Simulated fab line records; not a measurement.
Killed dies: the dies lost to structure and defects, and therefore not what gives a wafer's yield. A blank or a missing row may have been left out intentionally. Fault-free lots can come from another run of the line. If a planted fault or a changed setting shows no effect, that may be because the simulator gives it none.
fab line records    flow sky130
[record] lots = 6  wafers = 18  lastDay = 50
route steps=708 shown LDD_N@240 PAD_OPEN@708
lots that met no fault: from a run of the same line without faults
startH: start of the lot's first displayed wafer, in hours after the record's first day    waitH: hours elapsed since this lot's preceding step    " same as the row above    L1.1+2: a row that stands for several wafers    - either no value or no given start    * or withheld: withheld    < > ~ a bound
route shown NAME@n: NAME is a module with steps in the file, n the number in the route of the first one    usual: mean and standard deviation over wafers with no fault    same: alike in all rows    chamber/n: place in a boat    sites: per-site readings    _std_site: the values' standard deviation    _edge_site: the outer-site mean with the inner-site mean subtracted    radiusMm: how far each site lies from the wafer's centre    mask NAME#n: copy n    behind: the most recent tool/chamber to have shaped the wafer    hold: why the lot went on hold/how many hours it stayed there/how the hold came to an end    device: transistor that didn't switch, given as n, p or np    end of line: at the end of the route, the tests of the same wafers    a step without rows: its recipe alone    killed: not the wafer's yield, but the dies lost to structure and defects at the first sort    map: shows each die of a wafer: x if killed, . if not, _ if none is there
set.NAME: setting as actually run; set.NAME@STEP: the setting as run at that earlier step    model.NAME: the simulator's own value behind a step, which no gauge read
a table for each step, a row for each wafer; lots at some steps of the route
services: a tool's chamber out of use, with start hour (startH, from the record's first day; less than 0 if before it), hours out, and reason
[[steps]]
[step SKY_LDD_N_SOFTBAKE_03]
[recipe] tempC = 90  timeS = 60  resist = NOVOLAK
[step SKY_LDD_N_EXPOSE_04]
[recipe] maskId = NTM  targetCdNm = 840  na = 0.6  sourceShape = conventional  sigmaOuter = 0.6  doseMj = 110
[step SKY_LDD_N_PEB_05]
[recipe] tempC = withheld  timeS = *  resist = NOVOLAK
[step SKY_LDD_N_DEVELOP_06]
[recipe] developTimeS = 60  devTempC = 23
[step SKY_LDD_N_OVL_MEAS_07]
[usual] LDD_N_OVL = -0.5/1.4
lot.wafer  tool        chamber  startH  waitH  LDD_N_OVL[nm]
L540.2     overlay-02  -        433.21  0.1    1.0
L540.3     "           -        "       "      -1.9
L540.5     "           -        "       "      0.3
L543.2     overlay-02  -        464.52  0.1    -1.0
L543.4     "           -        "       "      -0.8
L543.6     "           -        "       "      -4.5
L556.1     overlay-01  -        559.26  0.1    -0.3
L556.5     "           -        "       "      -2.2
L556.6     "           -        "       "      0.6
L558.2     overlay-02  -        576.41  0.1    -1.0
L558.3     "           -        "       "      -4.0
L558.6     "           -        "       "      -3.5
L560.1     overlay-01  -        598.16  0.1    -0.2
L560.3     "           -        "       "      -1.5
L560.5     "           -        "       "      -0.1
L561.1     overlay-02  -        604.56  0.1    -1.7
L561.2     "           -        "       "      -2.2
L561.3     "           -        "       "      -1.8
[step SKY_LDD_N_IMPLANT_08]
[recipe] species = As  energyKev = 20  doseCm2 = 7.5e+13  tiltDeg = withheld  rotationDeg = 23
[step SKY_LDD_N_IMPLANT_09]
[recipe] species = As  energyKev = 20  doseCm2 = 7.5e+13  tiltDeg = withheld  rotationDeg = 113
[step SKY_LDD_N_IMPLANT_10]
[recipe] species = As  energyKev = 20  doseCm2 = 7.5e+13  tiltDeg = withheld  rotationDeg = 203
[step SKY_LDD_N_IMPLANT_11]
[recipe] species = As  energyKev = 20  doseCm2 = 7.5e+13  tiltDeg = withheld  rotationDeg = 293
[step SKY_LDD_N_IMPLANT_12]
[recipe] species = BF2  energyKev = 50  doseCm2 = 5e+12  tiltDeg = 30  rotationDeg = 0
[step SKY_LDD_N_IMPLANT_13]
[recipe] species = BF2  energyKev = 50  doseCm2 = 5e+12  tiltDeg = 30  rotationDeg = 90
[step SKY_LDD_N_IMPLANT_14]
[recipe] species = BF2  energyKev = 50  doseCm2 = 5e+12  tiltDeg = 30  rotationDeg = 180
[step SKY_LDD_N_IMPLANT_15]
[recipe] species = BF2  energyKev = 50  doseCm2 = 5e+12  tiltDeg = 30  rotationDeg = 270
[usual] doseIonsCm2 = 5e+12/5e+09  faradayCurrentUA = 28.2/0.58  tiltDeg = 30.005/0.021
lot.wafer  tool          chamber  startH  waitH  doseIonsCm2  faradayCurrentUA  tiltDeg
L540.2     implanter-04  0        434.31  0.1    4.999e+12    28.6              30.042
L540.3     "             0        "       "      5.001e+12    27.8              29.995
L540.5     "             0        "       "      5.003e+12    28.0              30.010
L543.2     implanter-02  0        465.62  0.1    5.004e+12    28.1              30.039
L543.4     "             0        "       "      5e+12        28.2              30.033
L543.6     "             0        "       "      4.995e+12    27.9              30.015
L556.1     implanter-02  0        560.34  0.1    3.62e+12     20.3              30.054
L556.5     "             0        "       "      3.626e+12    21.0              30.023
L556.6     "             0        "       "      3.628e+12    20.8              30.015
L558.2     implanter-02  0        577.51  0.1    3.628e+12    20.5              29.982
L558.3     "             0        "       "      3.62e+12     20.6              29.993
L558.6     "             0        "       "      3.623e+12    21.5              30.024
L560.1     implanter-04  0        599.24  0.1    5.006e+12    26.7              30.017
L560.3     "             0        "       "      5.003e+12    28.3              30.025
L560.5     "             0        "       "      5.004e+12    28.8              30.008
L561.1     implanter-03  0        605.64  0.1    5.003e+12    28.0              29.994
L561.2     "             0        "       "      5.002e+12    28.3              29.971
L561.3     "             0        "       "      4.993e+12    27.9              30.000
[step SKY_LDD_N_STRIP_16]
[recipe] chemistry = O2/N2  powerW = 1400  pressureMtorr = 1500  platenTempC = withheld  o2FlowSccm = 3000  n2FlowSccm = 300  overashFraction = 0.5
[usual] drypumpMotorCurrentA = 6.2/0.44  o2FlowSccm = 2998/8.9  oesProductAu = 0.410/0.0049  stripTimeToEndpointS = 4.393/0.014
lot.wafer  tool            chamber  startH  waitH  drypumpMotorCurrentA  o2FlowSccm  oesProductAu  rfHoursCounterH  stripTimeToEndpointS
L540.2     plasmaAsher-03  0        434.44  0.1    5.6                   2980        0.404         74               4.393
L540.3     "               0        "       "      5.7                   2995        0.413         -                4.389
L540.5     "               0        "       "      5.7                   2982        0.410         -                4.403
L543.2     plasmaAsher-01  0        465.75  0.1    6.7                   2998        0.407         3                4.396
L543.4     "               1        "       "      6.4                   3000        0.406         -                4.383
L543.6     "               0        "       "      6.7                   2983        0.408         -                4.395
L556.1     plasmaAsher-03  1        560.49  0.1    6.4                   2998        0.407         86               4.403
L556.5     "               0        "       "      5.7                   3002        0.411         -                4.395
L556.6     "               1        "       "      6.4                   2995        0.413         -                4.400
L558.2     plasmaAsher-02  0        577.64  0.1    6.0                   3001        0.402         41               4.413
L558.3     "               1        "       "      5.4                   2993        0.408         -                4.395
L558.6     "               1        "       "      5.4                   3002        0.410         -                4.394
L560.1     plasmaAsher-01  0        599.39  0.1    6.7                   3016        0.400         17               4.386
L560.3     "               0        "       "      6.7                   3017        0.410         -                4.383
L560.5     "               1        "       "      6.4                   2989        0.412         -                4.398
L561.1     plasmaAsher-01  0        605.79  0.1    6.7                   3000        0.407         17               4.422
L561.2     "               1        "       "      6.4                   2988        0.411         17               4.413
L561.3     "               0        "       "      6.7                   2997        0.414         -                4.427
[step SKY_PAD_OPEN_PROBE_99]
[usual] killed_at_M0_to_M3 = 44/6.8  killed_at_M4_up = 2.9/1.7  killedAtContacts = 24/5.2  killedAtFrontEnd = 15/4  killedAtOther = 0.2/0.44  killedDies = 86/9.9  killedOpen = 47/7.9  killedShort = 39/6.3
[same] grossDies = 492  killedAtBackSide = 0
lot.wafer  tool       chamber  startH   waitH  killed_at_M0_to_M3  killed_at_M4_up  killedAtContacts  killedAtFrontEnd  killedAtOther  killedDies  killedOpen  killedShort  model.etest.nfet_01v8_turned.vtSatV
L540.2     prober-01  -        1097.60  0.1    41                  4                25                13                1              84          50          34           0.6482
L540.3     prober-01  -        1097.65  0.2    36                  2                15                13                0              66          30          36           0.6518
L540.5     prober-01  -        1097.75  0.2    45                  4                23                21                0              93          53          40           0.6476
L543.2     prober-02  -        1118.83  0.1    49                  2                27                16                1              95          51          44           0.6397
L543.4     prober-02  -        1118.93  0.2    49                  2                29                14                0              94          57          37           0.6427
L543.6     prober-02  -        1119.03  0.2    45                  1                31                11                0              88          53          35           0.6461
L556.1     prober-01  -        1178.43  0.1    52                  2                25                15                1              95          48          46           0.6203
L556.5     prober-01  -        1178.63  0.2    43                  0                22                15                0              80          37          43           0.6278
L556.6     prober-01  -        1178.68  0.2    33                  5                21                10                0              69          41          28           0.6319
L558.2     prober-01  -        1190.35  0.1    51                  1                19                20                0              91          50          41           0.6328
L558.3     prober-01  -        1190.40  0.2    41                  3                22                15                0              81          43          38           0.6337
L558.6     prober-01  -        1190.55  0.2    46                  2                25                22                1              96          49          47           0.6336
L560.1     prober-01  -        1198.24  0.1    55                  4                27                10                0              96          59          37           0.654
L560.3     prober-01  -        1198.34  0.2    37                  3                24                17                0              81          47          34           0.6593
L560.5     prober-01  -        1198.44  0.2    50                  4                22                15                0              91          57          34           0.6559
L561.1     prober-02  -        1202.69  0.1    50                  5                27                18                1              101         59          42           0.6536
L561.2     prober-02  -        1202.74  0.1    43                  3                20                17                0              83          52          31           0.67
L561.3     prober-02  -        1202.79  0.2    43                  2                26                17                0              88          56          32           0.6641
// killed by level:class
L540.2 CONTACT:geometricParticle:open=14 VIA3:geometricParticle:open=11 VIA2:geometricParticle:open=7 METAL1:geometricParticle:short=7 METAL2:geometricParticle:short=7 LOCAL_INTERCONNECT:geometricParticle:short=5 FIELD_ISO:geometricParticle:open=4 FIELD_ISO:geometricParticle:short=3
L540.3 VIA1:geometricParticle:open=6 VIA3:geometricParticle:open=6 CONTACT:geometricParticle:open=5 VIA3:geometricParticle:short=5 FIELD_ISO:geometricParticle:short=4 LI_CONTACT:geometricParticle:short=4 METAL1:geometricParticle:short=4 METAL2:geometricParticle:short=4
L540.5 CONTACT:geometricParticle:open=9 VIA3:geometricParticle:open=9 LI_CONTACT:geometricParticle:open=8 METAL2:geometricParticle:short=8 VIA1:geometricParticle:open=6 VIA2:geometricParticle:open=6 FIELD_ISO:geometricParticle:open=5 FIELD_ISO:geometricParticle:short=4
L543.2 LI_CONTACT:geometricParticle:open=10 METAL2:geometricParticle:short=10 VIA3:geometricParticle:open=8 VIA2:geometricParticle:open=7 VIA1:geometricParticle:open=7 CONTACT:geometricParticle:open=6 FIELD_ISO:geometricParticle:open=5 METAL3:geometricParticle:short=5
L543.4 VIA1:geometricParticle:open=15 FIELD_ISO:geometricParticle:open=8 LI_CONTACT:geometricParticle:open=8 LOCAL_INTERCONNECT:geometricParticle:short=7 CONTACT:geometricParticle:open=7 VIA2:geometricParticle:open=7 FIELD_ISO:geometricParticle:short=5 METAL1:geometricParticle:short=5
L543.6 VIA1:geometricParticle:open=15 CONTACT:geometricParticle:open=13 LI_CONTACT:geometricParticle:open=7 LOCAL_INTERCONNECT:geometricParticle:short=6 METAL2:geometricParticle:short=6 VIA1:geometricParticle:short=5 VIA3:geometricParticle:open=4 FIELD_ISO:geometricParticle:open=3
L556.1 METAL2:geometricParticle:short=9 FIELD_ISO:geometricParticle:open=8 VIA1:geometricParticle:open=8 VIA1:geometricParticle:short=8 CONTACT:geometricParticle:open=7 CONTACT:geometricParticle:short=6 VIA2:geometricParticle:open=6 LI_CONTACT:geometricParticle:open=5
L556.5 VIA1:geometricParticle:open=11 VIA1:geometricParticle:short=7 METAL2:geometricParticle:short=6 VIA3:geometricParticle:open=6 FIELD_ISO:geometricParticle:short=5 CONTACT:geometricParticle:short=5 CONTACT:geometricParticle:open=5 METAL3:geometricParticle:short=5
L556.6 VIA1:geometricParticle:open=10 CONTACT:geometricParticle:open=7 LI_CONTACT:geometricParticle:open=5 FIELD_ISO:geometricParticle:open=4 METAL1:geometricParticle:short=4 CONTACT:geometricParticle:short=4 LOCAL_INTERCONNECT:geometricParticle:short=3 VIA1:geometricParticle:short=3
L558.2 VIA1:geometricParticle:open=13 FIELD_ISO:geometricParticle:open=8 VIA2:geometricParticle:open=8 LI_CONTACT:geometricParticle:open=7 VIA3:geometricParticle:short=7 CONTACT:geometricParticle:open=7 POLY_GATE:geometricParticle:short=6 VIA1:geometricParticle:short=5
L558.3 VIA3:geometricParticle:open=10 LI_CONTACT:geometricParticle:open=8 VIA3:geometricParticle:short=7 VIA1:geometricParticle:open=6 POLY_GATE:geometricParticle:short=5 POLY_GATE:geometricParticle:open=5 CONTACT:geometricParticle:open=5 VIA1:geometricParticle:short=5
L558.6 CONTACT:geometricParticle:open=10 VIA3:geometricParticle:open=9 POLY_GATE:geometricParticle:open=7 VIA2:geometricParticle:short=7 FIELD_ISO:geometricParticle:short=6 METAL1:geometricParticle:short=6 VIA1:geometricParticle:open=6 VIA2:geometricParticle:open=6
L560.1 VIA1:geometricParticle:open=15 VIA3:geometricParticle:open=10 LI_CONTACT:geometricParticle:open=9 VIA2:geometricParticle:open=8 CONTACT:geometricParticle:open=6 CONTACT:geometricParticle:short=6 METAL1:geometricParticle:short=6 FIELD_ISO:geometricParticle:open=5
L560.3 VIA2:geometricParticle:open=10 LI_CONTACT:geometricParticle:open=8 POLY_GATE:geometricParticle:open=6 VIA1:geometricParticle:open=6 FIELD_ISO:geometricParticle:short=5 CONTACT:geometricParticle:open=5 CONTACT:geometricParticle:short=5 VIA3:geometricParticle:open=5
L560.5 VIA1:geometricParticle:open=14 CONTACT:geometricParticle:open=10 POLY_GATE:geometricParticle:open=8 VIA3:geometricParticle:open=7 LI_CONTACT:geometricParticle:open=6 VIA1:geometricParticle:short=6 VIA2:geometricParticle:open=6 METAL2:geometricParticle:short=4
L561.1 VIA1:geometricParticle:open=14 CONTACT:geometricParticle:open=11 LI_CONTACT:geometricParticle:open=8 FIELD_ISO:geometricParticle:open=6 VIA3:geometricParticle:open=6 VIA3:geometricParticle:short=5 VIA1:geometricParticle:short=5 VIA2:geometricParticle:open=5
L561.2 VIA1:geometricParticle:open=11 CONTACT:geometricParticle:open=7 VIA1:geometricParticle:short=7 METAL1:geometricParticle:open=6 VIA2:geometricParticle:open=6 FIELD_ISO:geometricParticle:open=4 LI_CONTACT:geometricParticle:open=4 CONTACT:geometricParticle:short=4
L561.3 VIA1:geometricParticle:open=11 CONTACT:geometricParticle:open=9 VIA3:geometricParticle:open=8 POLY_GATE:geometricParticle:open=7 LOCAL_INTERCONNECT:geometricParticle:short=7 LI_CONTACT:geometricParticle:open=5 METAL1:geometricParticle:short=5 VIA2:geometricParticle:open=4
[[services]]
tool            chamber  startH  hours  kind
plasmaAsher-03  -        416.80  2.8    pm
plasmaAsher-01  -        421.33  9.0    pm
plasmaAsher-01  0        421.33  9.0    ventCycle
plasmaAsher-01  1        421.33  9.0    ventCycle
implanter-02    -        427.24  3.2    pm
implanter-04    -        427.66  2.7    repair
plasmaAsher-01  0        430.33  -      clean
plasmaAsher-01  1        430.33  -      clean
plasmaAsher-02  -        460.86  2.0    repair
plasmaAsher-01  -        475.39  5.9    repair
plasmaAsher-03  -        479.09  0.7    repair
plasmaAsher-02  -        485.50  0.8    repair
plasmaAsher-03  -        498.32  3.3    repair
implanter-04    -        507.27  3.5    repair
implanter-02    -        522.49  0.6    repair
implanter-02    -        528.30  3.2    repair
plasmaAsher-02  -        529.83  2.2    repair
implanter-04    -        541.09  4.4    pm
implanter-02    -        566.53  3.8    repair
implanter-03    -        588.58  8.1    pm
[[key]]
[firstSign] step = SKY_LDD_N_IMPLANT_15  reading = doseIonsCm2  direction = down  sigmas = 99+  usual = *  struck = *
[effect] step = SKY_LDD_N_IMPLANT_15  reading = faradayCurrentUA  direction = down  sigmas = 13  usual = 28.2  struck = 20.8
[modelEffect] step = SKY_PAD_OPEN_PROBE_99  value = etest.nfet_01v8_turned.vtSatV  without = 0.6502  struck = 0.63
metAt SKY_LDD_N_IMPLANT_15
struckWafers L556.1,L556.5,L556.6,L558.2,L558.3,L558.6
testerLeftOut L556,L558
onsetBetween 465.62 560.34
[fault] kind = processParameterDrift  tool = implanter-02  chamber = -  onsetH = 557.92  steps = SKY_LDD_N_IMPLANT_15  channel = doseCm2  offset = *  shape = step  endH = 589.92  actsIn = *  stated = *
// testerLeftOut: of these lots the tester's yield and bins aren't shown, on N5 and GAA mostly nor the transistor test; their killed dies are dies lost to structure and defects alone, not to doping, threshold or leakage, so they don't give the yield
